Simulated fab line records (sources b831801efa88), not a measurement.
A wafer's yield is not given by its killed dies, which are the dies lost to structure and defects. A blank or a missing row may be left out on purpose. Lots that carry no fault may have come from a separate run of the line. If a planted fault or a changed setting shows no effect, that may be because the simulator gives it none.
Matching of chambers :: flow sky130 :: 4 sister chambers for SKY_FIELD_ISO_CMP_27 on cmp-02
The step polishes, stops on Si3N4, t overpolish 16 s, target thk 457.8 nm. 4 wafers are shown with their chamber, then 8 later ones without.

EACH WAFER AND ITS CHAMBER
wafer: L279.5
chamber: 1
motor current A (A): 12.0

wafer: L292.5
chamber: 0
motor current A (A): 12.6

wafer: L292.6
chamber: 3
motor current A (A): 10.5

wafer: L293.2
chamber: 2
motor current A (A): 10.3

WAFERS WITHOUT THEIR CHAMBER
wafer: L293.4
motor current A (A): 12.8

wafer: L293.6
motor current A (A): 10.6

wafer: L294.3
motor current A (A): 11.0

wafer: L294.4
motor current A (A): 12.4

wafer: L294.5
motor current A (A): 11.2

wafer: L296.3
motor current A (A): 12.9

wafer: L296.4
motor current A (A): 12.7

wafer: L296.5
motor current A (A): 13.0

THE CHAMBER EACH PASSED THROUGH
wafer: L293.4
from the rows above: can't be placed: 0 or 1
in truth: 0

wafer: L293.6
from the rows above: can't be placed: 3 or 2
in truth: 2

wafer: L294.3
from the rows above: can't be placed: 3 or 2 or 1
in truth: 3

wafer: L294.4
from the rows above: can't be placed: 0 or 1
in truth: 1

wafer: L294.5
from the rows above: can't be placed: 3 or 1 or 2 or 0
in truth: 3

wafer: L296.3
from the rows above: can't be placed: 0 or 1
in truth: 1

wafer: L296.4
from the rows above: can't be placed: 0 or 1
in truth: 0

wafer: L296.5
from the rows above: can't be placed: 0 or 1
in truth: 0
Placed correctly: 0 of 8. Cannot be placed on the basis of these rows: 8; the candidates contain the true chamber in 8. Number placed wrongly: 0.
How it was worked out, from the rows above alone: a wafer's distance from a chamber is the root of the sum, over the readings, of the square of ((its reading less the chamber's mean) divided by the reading's scatter). The wafer belongs to the nearest chamber; if the next one is less than 2 further off, it can't be placed. A chamber's mean is the mean of its shown wafers. The scatter: with one shown wafer a chamber, the root of the mean of the squares of how far each hidden wafer lies from its nearest shown one.
